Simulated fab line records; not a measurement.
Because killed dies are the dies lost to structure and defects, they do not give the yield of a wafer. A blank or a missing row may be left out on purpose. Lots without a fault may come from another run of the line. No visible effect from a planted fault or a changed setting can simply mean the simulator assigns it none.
Chamber matching ; flow sky130 ; 4 sister chambers for SKY_FIELD_ISO_CMP_27 on cmp-01
The step polishes, stops on Si3N4, t overpolish 16 s, target thk 457.8 nm. 18 wafers are shown with their chamber, then 8 later ones without.

EACH WAFER AND ITS CHAMBER
wafer;chamber;motor_current_A (A);time_to_endpoint_s (s);slurry_flow_ml_min
L453.1;3;12.0;117;150.7
L453.4;1;10.3;115;150.0
L453.5;1;11.2;109;150.1
L454.2;2;10.2;107;150.2
L454.3;1;10.6;111;150.3
L454.4;3;12.7;113;149.2
L457.1;1;11.1;114;150.5
L457.2;2;9.4;116;149.0
L457.5;2;10.2;114;149.8
L458.1;2;9.3;115;149.9
L458.3;3;11.7;116;150.4
L458.6;3;11.8;114;150.6
L459.1;2;9.9;112;150.2
L459.4;3;11.9;114;150.4
L459.6;2;9.7;114;150.1
L462.2;3;11.7;115;149.6
L462.3;0;11.0;117;150.1
L462.5;2;9.9;113;149.9

SIGNATURES (means of the wafers above)
reading;chamber 0;chamber 1;chamber 2;chamber 3;scatter within a chamber
motor_current_A;11.000;10.800;9.800;11.967;0.379
time_to_endpoint_s;117.00;112.25;113.00;114.83;2.47
slurry_flow_ml_min;150.100;150.225;149.871;150.150;0.464
Rule: a wafer lies at a distance from a chamber equal to the root of the sum of squares, over the readings, of (its reading less the chamber's mean, divided by the reading's scatter). The wafer belongs to the nearest chamber; if the next one is less than 2 further off, it can't be placed. The scatter is the square root of a quotient: the sum, over the shown wafers, of each reading's squared deviation from its chamber's mean, divided by wafers minus chambers.

WAFERS WHOSE CHAMBER IS MISSING
wafer;motor_current_A (A);time_to_endpoint_s (s);slurry_flow_ml_min
L466.2;11.5;115;150.1
L466.6;10.2;108;150.2
L473.1;9.4;111;149.3
L473.3;11.9;113;150.2
L473.5;9.4;112;149.9
L476.2;11.4;116;150.2
L476.4;12.1;116;150.0
L476.5;11.0;110;149.4

CHAMBER TAKEN BY EACH
wafer;from the rows above;in truth
L466.2;can't be placed: 3 or 0 or 1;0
L466.6;can't be placed: 1 or 2 or 0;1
L473.1;2;2
L473.3;3;3
L473.5;2;2
L476.2;can't be placed: 0 or 3 or 1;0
L476.4;3;3
L476.5;can't be placed: 1 or 0 or 2 or 3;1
Correctly placed: 4 of 8. Can't be placed from these rows: 4 (the true chamber is among the candidates in 4). Placed wrongly: 0.
